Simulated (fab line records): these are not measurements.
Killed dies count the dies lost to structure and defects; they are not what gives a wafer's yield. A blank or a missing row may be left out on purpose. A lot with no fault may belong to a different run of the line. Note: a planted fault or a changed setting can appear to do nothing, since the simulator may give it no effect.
Matching of chambers	flow sky130	SKY_LI_CONTACT_ETCH_14 on rie_diel-04: 4 sister chambers
The step etches BARC in N2/H2, stops on SiO2, time 45.9 s, target depth 60 nm. 22 wafers are shown with their chamber, then 11 later ones without.

## EACH WAFER AND ITS CHAMBER
wafer	chamber	drypump_motor_current_A (A)	throttle_valve_pct (%)	oes_product_au (a.u.)
L074.2	1	5.9	13.219	0.852
L074.5	2	5.8	13.229	0.856
L074.6	3	6.5	13.231	0.862
L076.1	3	6.5	13.220	0.851
L076.3	1	5.9	13.222	0.858
L076.6	3	6.5	13.222	0.857
L077.2	0	5.1	13.218	0.864
L077.4	1	5.9	13.235	0.854
L077.5	0	5.1	13.244	0.855
L078.1	3	6.5	13.218	0.858
L078.2	1	5.9	13.223	0.854
L078.4	2	5.8	13.232	0.850
L083.2	3	6.5	13.220	0.856
L083.5	0	5.1	13.231	0.856
L083.6	3	6.5	13.220	0.855
L085.4	1	5.9	13.214	0.854
L085.5	0	5.1	13.216	0.848
L085.6	3	6.4	13.214	0.863
L088.3	2	5.8	13.240	0.855
L088.4	0	5.1	13.225	0.850
L088.5	1	5.9	13.229	0.847
L090.2	1	5.9	13.219	0.855

SIGNATURES, as means of the wafers listed above
reading	chamber 0	chamber 1	chamber 2	chamber 3	scatter within a chamber
drypump_motor_current_A	5.100	5.900	5.800	6.486	0.0218
throttle_valve_pct	13.22680	13.22300	13.23367	13.22071	0.00757
oes_product_au	0.85460	0.85343	0.85367	0.85743	0.00438
Rule: a wafer lies at a distance from a chamber equal to the root of the sum of squares, over the readings, of (its reading less the chamber's mean, divided by the reading's scatter). The wafer belongs to the nearest chamber; if the next one is less than 2 further off, it can't be placed. The scatter is the square root of a quotient: the sum, over the shown wafers, of each reading's squared deviation from its chamber's mean, divided by wafers minus chambers.

## WAFERS WITHOUT THEIR CHAMBER
wafer	drypump_motor_current_A (A)	throttle_valve_pct (%)	oes_product_au (a.u.)
L090.3	5.1	13.219	0.847
L090.4	5.8	13.219	0.858
L091.4	5.9	13.215	0.847
L091.5	5.8	13.217	0.852
L091.6	5.9	13.230	0.852
L093.3	5.9	13.222	0.860
L093.4	5.8	13.245	0.863
L093.5	5.9	13.214	0.861
L096.4	5.9	13.225	0.851
L096.5	5.1	13.223	0.850
L096.6	6.5	13.221	0.855

## CHAMBER TAKEN BY EACH
wafer	from the rows above	in truth
L090.3	0	0
L090.4	2	2
L091.4	1	1
L091.5	2	2
L091.6	1	1
L093.3	1	1
L093.4	2	2
L093.5	1	1
L096.4	1	1
L096.5	0	0
L096.6	3	3
Correctly placed: 11 of 11. Not placeable from these rows: 0. Wrongly placed: 0.
